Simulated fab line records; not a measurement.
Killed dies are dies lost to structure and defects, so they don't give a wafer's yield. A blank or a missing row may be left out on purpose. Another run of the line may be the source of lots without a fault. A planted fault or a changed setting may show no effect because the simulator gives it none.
What tool caused it?	flow gf180mcu	36 wafers from 12 lots sampled at 5 of the route's 602 steps

WHAT THE GAUGES READ, wafer by wafer
GF_NWELL_TW_MEAS_11. Usual: for NWELL_TW the level is 1567 and the standard deviation is 12.
lot	measured	on	NWELL_TW	flag
L993	day 3 12:40	film metro-02	1565 1565 1566	
L994	day 3 21:28	film metro-04	1584 1588 1580	
L997	day 4 13:01	film metro-04	1594 1587 1596	
L998	day 4 19:19	film metro-02	1562 1558 1564	
L999	day 4 21:49	film metro-02	1564 1570 1569	
L100	day 5 03:35	film metro-02	1574 1572 1575	
L103	day 5 19:40	film metro-02	1576 1572 1565	
L106	day 6 13:28	film metro-04	1585 1582 1583	
L107	day 6 19:28	film metro-04	1593 1591 1590	
L108	day 6 22:54	film metro-01	1554 1563 1559	
L111	day 7 19:21	film metro-01	1546 1549 1553	
L112	day 7 23:13	film metro-02	1578 1566 1573	

GF_VT_IMPLANT_TW_MEAS_32. Usual: for VT_IMPLANT_3_TW the level is 269.0 and the standard deviation is 1.
lot	measured	on	VT_IMPLANT_3_TW	flag
L993	day 7 04:31	film metro-04	270.8 268.7 270.0	
L994	day 7 14:18	film metro-02	267.4 268.4 267.1	
L997	day 8 09:42	film metro-03	268.6 268.3 269.1	
L998	day 8 16:28	film metro-03	268.0 269.2 269.2	
L999	day 8 20:27	film metro-04	268.5 268.2 269.5	
L100	day 9 01:58	film metro-03	268.7 268.1 269.9	
L103	day 9 20:49	film metro-02	268.4 267.4 266.8	
L106	day 10 19:31	film metro-03	268.4 269.4 268.6	
L107	day 11 04:40	film metro-03	140.9 141.7 140.6	OFF
L108	day 11 06:45	film metro-03	140.9 141.0 141.2	OFF
L111	day 12 06:46	film metro-03	269.4 267.6 267.2	
L112	day 12 12:13	film metro-04	269.4 269.8 269.8	

TOOL THAT RAN EACH LOT (tool first, then ch and the chambers of the sampled wafers, then the start)
lot	GF_LVPWELL_STRIP_10	GF_MVSD_STRIP_10	GF_VT_IMPLANT_IMPLANT_30
L993	plasma asher-03 ch 0,1, day 4 01:38	plasma asher-02 ch 0,1, day 4 16:14	implanter-01 ch 0, day 7 04:18
L994	plasma asher-02 ch 0, day 4 11:23	plasma asher-04 ch 0,1, day 5 02:00	implanter-04 ch 0, day 7 14:03
L997	plasma asher-04 ch 0,1, day 5 03:49	plasma asher-01 ch 0,1, day 5 19:25	implanter-01 ch 0, day 8 09:27
L998	plasma asher-03 ch 0,1, day 5 09:44	plasma asher-02 ch 0,1, day 6 01:30	implanter-01 ch 0, day 8 16:14
L999	plasma asher-03 ch 0,1, day 5 12:34	plasma asher-04 ch 0,1, day 6 04:14	implanter-04 ch 0, day 8 20:12
L100	plasma asher-04 ch 0,1, day 5 18:34	plasma asher-04 ch 0,1, day 6 09:47	implanter-04 ch 0, day 9 01:45
L103	plasma asher-02 ch 0,1, day 6 10:29	plasma asher-02 ch 0,1, day 7 01:47	implanter-02 ch 0, day 9 20:35
L106	plasma asher-03 ch 0,1, day 7 05:11	plasma asher-04 ch 0,1, day 7 20:51	implanter-04 ch 0, day 10 19:16
L107	plasma asher-02 ch 0,1, day 7 11:34	plasma asher-02 ch 0,1, day 8 04:32	implanter-04 ch 0, day 11 04:26
L108	plasma asher-03 ch 0,1, day 7 14:50	plasma asher-04 ch 0,1, day 8 07:08	implanter-04 ch 0, day 11 06:30
L111	plasma asher-04 ch 0,1, day 8 11:54	plasma asher-01 ch 0,1, day 9 04:59	implanter-01 ch 0, day 12 06:31
L112	plasma asher-02 ch 0,1, day 8 15:20	plasma asher-02 ch 0,1, day 9 08:54	implanter-02 ch 0, day 12 11:58
- GF_LVPWELL_STRIP_10: strips in O2/N2.
- GF_MVSD_STRIP_10: strips in O2/N2.
- GF_VT_IMPLANT_IMPLANT_30

AS READ BY THE TOOLS THEMSELVES (means over the sampled wafers that have a number; for cases with no such wafer, the mark the record gives instead)
GF_LVPWELL_STRIP_10. Usual: drypump motor current A 5.6 A, standard deviation 0.43; heater power w 333 W, standard deviation 53; oes product au 0.723 a.u., standard deviation 0.0051; strip time to endpoint s 36.93 s, standard deviation 0.1.
lot	tool	drypump motor current A (A)	heater power w (W)	oes product au (a.u.)	strip time to endpoint s (s)	flag
L993	plasma asher-03	5.9	313	0.726	36.99	
L994	plasma asher-02	5.4	315	0.728	37.03	
L997	plasma asher-04	5.5	364	0.722	36.97	
L998	plasma asher-03	5.9	320	0.721	36.93	
L999	plasma asher-03	6.1	323	0.725	36.94	
L100	plasma asher-04	5.5	360	0.724	37.11	
L103	plasma asher-02	5.3	305	0.721	36.87	
L106	plasma asher-03	6.1	319	0.728	37.13	
L107	plasma asher-02	5.3	311	0.723	36.97	
L108	plasma asher-03	5.8	320	0.724	36.78	
L111	plasma asher-04	5.5	360	0.718	36.81	
L112	plasma asher-02	5.3	314	0.728	36.92	

GF_MVSD_STRIP_10. Usual: drypump motor current A 5.35 A, standard deviation 0.21; heater power w 340 W, standard deviation 60; oes product au 0.722 a.u., standard deviation 0.0049; strip time to endpoint s 36.93 s, standard deviation 0.12.
lot	tool	drypump motor current A (A)	heater power w (W)	oes product au (a.u.)	strip time to endpoint s (s)	flag
L993	plasma asher-02	5.32	302	0.728	36.88	
L994	plasma asher-04	5.45	359	0.721	36.92	
L997	plasma asher-01	5.53	338	0.726	36.94	
L998	plasma asher-02	5.32	310	0.719	37.18	
L999	plasma asher-04	5.46	363	0.724	36.96	
L100	plasma asher-04	5.46	359	0.725	37.10	
L103	plasma asher-02	5.25	296	0.719	36.98	
L106	plasma asher-04	5.46	354	0.722	36.91	
L107	plasma asher-02	5.32	312	0.722	36.83	
L108	plasma asher-04	5.47	360	0.723	36.86	
L111	plasma asher-01	5.39	332	0.721	37.03	
L112	plasma asher-02	5.32	311	0.722	36.92	

GF_VT_IMPLANT_IMPLANT_30. Usual: dose ions cm2 2.5338e+12, standard deviation 2.4e+09; end station pressure torr 5e-06 Torr, standard deviation 2.6e-07; faraday current uA 14.25, standard deviation 0.26.
lot	tool	dose ions cm2	end station pressure torr (Torr)	faraday current uA	flag
L993	implanter-01	2.5311e+12	5e-06	14.26	
L994	implanter-04	2.5326e+12	5e-06	14.35	
L997	implanter-01	2.5348e+12	5e-06	13.99	
L998	implanter-01	2.5322e+12	5e-06	14.28	
L999	implanter-04	2.5329e+12	5e-06	14.48	
L100	implanter-04	2.5354e+12	5e-06	14.09	
L103	implanter-02	2.5361e+12	5e-06	14.15	
L106	implanter-04	2.5334e+12	5e-06	14.39	
L107	implanter-04	2.5193e+11	5e-06	1.43	OFF
L108	implanter-04	2.5507e+11	5e-06	1.41	OFF
L111	implanter-01	2.5348e+12	5e-06	14.54	
L112	implanter-02	2.5322e+12	5e-06	14.44	

THE ANSWER, worked out from the rows above alone
Rule: a lot counts as off when the mean over its wafers that have a number is more than 3 standard deviations away from the usual mean. Also off: a lot with no number at a reading for which 4 or more lots have one. Where the step has rows for the other lots, those lots are counted as sound. First the gauges in route order, then the tools' own readings, where a lot's mean is used as printed above. At the first step where some lot is off, the reading lying furthest off is the one used; lots without a number count as furthest.
Off: at GF_VT_IMPLANT_TW_MEAS_32 (VT_IMPLANT_3_TW), L107, L108.
If a tool, at a process step before that reading, ran all the lots that are off and no sound lot after the first of them, it fits. The gauges at GF_VT_IMPLANT_TW_MEAS_32 aren't tried: what is off there is off at GF_VT_IMPLANT_IMPLANT_30 too, on other tools, and a gauge's error can't cause that. One fits: GF_VT_IMPLANT_IMPLANT_30 on implanter-04. Its last sound lot is L106 (day 10 19:16), its first lot that is off L107 (day 11 04:26): a fault that began between those two fits.
The tool's own readings at GF_VT_IMPLANT_IMPLANT_30 bear it out: on the lots that are off they differ by more than 5 times the standard deviation of the sound lots' means. dose ions cm2 reads 2.5350e+11 there against 2.5336e+12 on the sound lots; faraday current uA reads 1.42 there against 14.30 on the sound lots.

WHAT THE SIMULATOR HAD PUT IN
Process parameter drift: implanter-04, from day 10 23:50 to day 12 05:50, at GF_VT_IMPLANT_IMPLANT_30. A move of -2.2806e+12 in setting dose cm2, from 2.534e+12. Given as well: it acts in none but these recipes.
Struck lots among those shown: L107, L108. The rule above reached the same finding.
